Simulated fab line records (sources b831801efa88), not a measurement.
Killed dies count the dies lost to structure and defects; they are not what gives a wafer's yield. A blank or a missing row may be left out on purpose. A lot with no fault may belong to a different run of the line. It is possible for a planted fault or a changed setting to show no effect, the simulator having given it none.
Split-lot study | flow sky130 | 23 wafers read from 5 lots, route of 708 steps

## SPLIT DETAILS
At SKY_CONTACT_COAT_09 (resist thk 450 nm), the setting spin_rpm was moved away from the recipe's 3000 rpm on 11 of the 23 wafers read, by +2.7% to +5.7%. The other wafers ran this setting at the recipe's value.

## SPLIT TO READING: what lies between them in the file, 1 step
- SKY_CONTACT_DEVELOP_13: develop time 60 s (also split here: develop_time_s)

## THE READING
KrF-thick_of_CONTACT_COAT_09.thk_nm (the simulator's own value, which no gauge read), in nm, at SKY_CONTACT_ETCH_16 (etches BARC in N2/H2, stops on SiO2, time 45.9 s, target depth 60 nm). No usual value for it is given in the file. Across the 12 wafers here that went through the recipe, the average is 392.6 nm and the standard deviation 1 nm.

wafer  | tool, chamber at the split | spin_rpm as run, rpm | against the recipe | KrF-thick_of_CONTACT_COAT_09.thk_nm, nm | against lot-mates on the recipe
L076.2 | litho_track-04, 0          | 3137                 | +4.6%              | 383.2                                   | -9.2
L076.6 | litho_track-04, 0          | 3137                 | +4.6%              | 383.2                                   | -9.2
L076.3 | litho_track-04, 0          | 3000                 | recipe             | 391.6                                   | -
L076.4 | litho_track-04, 0          | 3137                 | +4.6%              | 383.3                                   | -9.1
L076.5 | litho_track-04, 0          | 3000                 | recipe             | 393.2                                   | -
L079.1 | litho_track-03, 0          | 3082                 | +2.7%              | 386.2                                   | -7.3
L079.2 | litho_track-03, 0          | 3082                 | +2.7%              | 386.4                                   | -7.1
L079.3 | litho_track-03, 0          | 3000                 | recipe             | 392.4                                   | -
L079.4 | litho_track-03, 0          | 3000                 | recipe             | 394.7                                   | -
L079.5 | litho_track-03, 0          | 3082                 | +2.7%              | 387                                     | -6.5
L081.1 | litho_track-03, 0          | 3000                 | recipe             | 392.7                                   | -
L081.2 | litho_track-03, 0          | 3000                 | recipe             | 390.5                                   | -
L081.6 | litho_track-03, 0          | 3000                 | recipe             | 392.2                                   | -
L080.1 | litho_track-03, 0          | 3162                 | +5.4%              | 379.8                                   | -12.3
L080.3 | litho_track-03, 0          | 3162                 | +5.4%              | 379.2                                   | -12.9
L080.4 | litho_track-03, 0          | 3162                 | +5.4%              | 379.1                                   | -13.0
L080.5 | litho_track-03, 0          | 3000                 | recipe             | 391.7                                   | -
L080.6 | litho_track-03, 0          | 3000                 | recipe             | 392.5                                   | -
L085.1 | litho_track-01, 0          | 3172                 | +5.7%              | 379.9                                   | -13.2
L085.2 | litho_track-01, 0          | 3000                 | recipe             | 392.8                                   | -
L085.4 | litho_track-01, 0          | 3000                 | recipe             | 393.6                                   | -
L085.5 | litho_track-01, 0          | 3172                 | +5.7%              | 379.7                                   | -13.4
L085.6 | litho_track-01, 0          | 3000                 | recipe             | 393                                     | -

THE FIT
A straight line over all 23 wafers: KrF-thick_of_CONTACT_COAT_09.thk_nm changes by -2.27 nm for each +1% of spin_rpm; r = -0.99; the points scatter about the line by 0.95 nm.
The same after taking each lot's own level away (the mean of its wafers on the recipe; 23 wafers): -2.27 nm for each +1%; r = -0.99; scatter 0.85 nm.
Per that fit: largest spin_rpm move, reading shift of 13 nm.
The span of the lots' own levels, 391.80 to 393.55 nm, comes to 1.7 times the standard deviation stated above.
So the lot-to-lot level changes the slope little: the two slopes agree.
Check: -13 nm against its lot-mates is what the line predicts for one of the wafers moved furthest among these (+5.7%) when that wafer is left out of the fit. It came out at -13.2 nm against them.

## THESE WAFERS: OTHER SPLITS
These wafers also went through other splits before the reading. Each is held against what the fit with the lots' levels taken away leaves over:
other split on the same wafers             | wafers away from the commonest value | r with KrF-thick_of_CONTACT_COAT_09.thk_nm (lot level and that fit taken away)
SKY_LI_CONTACT_CVD_21 temp_c               | 7                                    | +0.30
SKY_LOCAL_INTERCONNECT_SPUTTER_00 power_w  | 7                                    | +0.19
SKY_LOCAL_INTERCONNECT_METAL_ETCH_14 icp_w | 8                                    | +0.05
SKY_CONTACT_DEVELOP_13 develop_time_s      | 7                                    | +0.39

## THE WHOLE CHAIN: every reading that the file lists as answering this split, in the file's order
step                 | what it does                                                         | reading                                                                              | change (the file's fit)              | r (the file's)
SKY_CONTACT_COAT_09  | resist thk 450 nm                                                    | KrF-thick_of_CONTACT_COAT_09.thk_nm (the simulator's own value, which no gauge read) | -2.23 nm for each +1% of the setting | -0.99
SKY_CONTACT_ETCH_16  | etches BARC in N2/H2, stops on SiO2, time 45.9 s, target depth 60 nm | KrF-thick_of_CONTACT_COAT_09.thk_nm (the simulator's own value, which no gauge read) | -2.29 nm for each +1% of the setting | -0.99
SKY_CONTACT_STRIP_19 | strips in O2/N2                                                      | strip_time_to_endpoint_s                                                             | withheld for each +1% of the setting | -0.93

## FILE'S OWN FIT
KrF-thick_of_CONTACT_COAT_09.thk_nm changes by -2.29 nm for each +1% of spin_rpm, r = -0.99.
